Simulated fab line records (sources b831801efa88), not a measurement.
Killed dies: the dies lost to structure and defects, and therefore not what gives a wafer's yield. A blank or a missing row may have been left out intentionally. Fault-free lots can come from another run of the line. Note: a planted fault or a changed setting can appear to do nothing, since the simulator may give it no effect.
Code-filled problem report in 8D (eight disciplines) form :: flow gf180mcu :: the parts of the form that need people (team, actions taken, sign-off) are left out

## 1. THE PROBLEM
V1_CVD_02_THK at GF_V1_THK_MEAS_03 reads a mean of 402 nm on 1 wafer of 1 lot; wafers without a fault read 846 nm with a standard deviation of 10. That is -44 standard deviations from the usual mean.
Earliest sighting: wafer L431.4 on film_metro-03 at day 19 16:34. At this step, 33 wafers from 11 lots have a number in the record. Rule for "out", or "out of limits": more than 4 standard deviations from the usual mean. The other wafers with a number count as sound.

## 2. WHAT IT IS AND WHAT IT IS NOT
question: which readings at this step
is: V1_CVD_02_THK
is not: -

question: which lots
is: L431
is not: L424, L425, L427, L428, L429, L441, L443, L444, L446, L447

question: which wafers of those lots
is: L431.4
is not: L431.1, L431.6

question: read on which gauges
is: film_metro-03
is not: film_metro-02, film_metro-04

question: when
is: from day 19 16:34
is not: up to then (17 sound wafers); but 15 sound wafers of L441, L443, L444, L446, L447 came after

## 3. SUSPECTS, AND WHAT RULES EACH OUT
Counting: if a tool at a process step up to the reading ran every lot that is out, it stays a suspect. Sound lots after the first of them don't rule it out here, since some wafers of a struck lot are sound.
- ruled out: the gauge at GF_V1_THK_MEAS_03. All the wafers that are out were read on film_metro-03, but those of them that GF_V1_CVD_02 has rows for are out there too, on other tools.
- pvd_sputter-02 at GF_M1_SPUTTER_00 (material Ti, target thk 37.5 nm, time 150 s): kept. The lot that is out, L431, ran on it at day 18 14:57; the last sound lot it ran before that was L429, at day 17 23:50.
- pvd_sputter-02 at GF_M1_SPUTTER_01 (material TiN, target thk 30 nm, time 25 s): kept. The lot that is out, L431, ran on it at day 18 15:03; the last sound lot it ran before that was L429, at day 17 23:56.
- pecvd-03 at GF_V1_CVD_02 (deposits SiO2 from TEOS, target thk 850 nm, time 94.851 s): kept. The lot that is out, L431, ran on it at day 19 16:30; the last sound lot it ran before that was L429, at day 19 00:22. Its own readings are out on those wafers: run_length_s.
- Within pecvd-03 at GF_V1_CVD_02: the wafers that are out ran in chamber 1; their sound lot-mates ran in chambers 0, 2.
pvd_sputter-02 at GF_M1_SPUTTER_00, pvd_sputter-02 at GF_M1_SPUTTER_01 and pecvd-03 at GF_V1_CVD_02 are what is left after counting.

## 4. THE CAUSE (what the simulator had put in)
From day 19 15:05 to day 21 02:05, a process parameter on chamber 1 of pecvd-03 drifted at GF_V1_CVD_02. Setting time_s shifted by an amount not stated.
Counting leaves 3 suspects; this tool is one of them.

## 5. SEQUENCE OF EFFECTS, ordered by route
One row per reading whose mean, taken over the struck wafers that have a number, lies over 3 standard deviations from the usual. Scope: only readings with a usual standard deviation given in the record; hours: median across lots of the time from each lot's start at the first step in this table that gives one to its start at this step; sigmas: change in usual standard deviations.
hours: 0
step: GF_V1_CVD_02
reading: run_length_s
usual: 123.1 s
on struck wafers: 73.2
change: -49.9
sigmas: -76

hours: 0
step: GF_V1_THK_MEAS_03
reading: V1_CVD_02_THK
usual: 846 nm
on struck wafers: 402
change: -444
sigmas: -44

hours: 1
step: GF_V1_CMP_04
reading: time_to_endpoint_s
usual: 76 s
on struck wafers: 21
change: -55
sigmas: -10

hours: -
step: GF_V1_ETCH_17
reading: oes_product_au
usual: 0.855 a.u.
on struck wafers: 0.684
change: -0.171
sigmas: -36
The process steps in it:
- GF_V1_CVD_02: deposits SiO2 from TEOS, target thk 850 nm, time 94.851 s.
- GF_V1_CMP_04: polishes SiO2.
- GF_V1_ETCH_17: etches SiO2 in C4F8/O2/Ar, stops on TiN, target depth 630 nm.

## 6. WHAT WOULD HAVE CAUGHT IT SOONER
In this record the first reading out of limits at a measuring or inspecting step was taken at day 19 16:34, 1 hour after the fault began at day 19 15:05.
The tool's own readings at GF_V1_CVD_02 were out on every struck wafer that the step has a row for (run_length_s): an alarm limit on them would have fired on the first of those.
The start of GF_V1_CVD_02 on pecvd-03 came by day 19 16:34 for every one of the lots that are out (1). Holding the tool at that point would not have protected any of them.
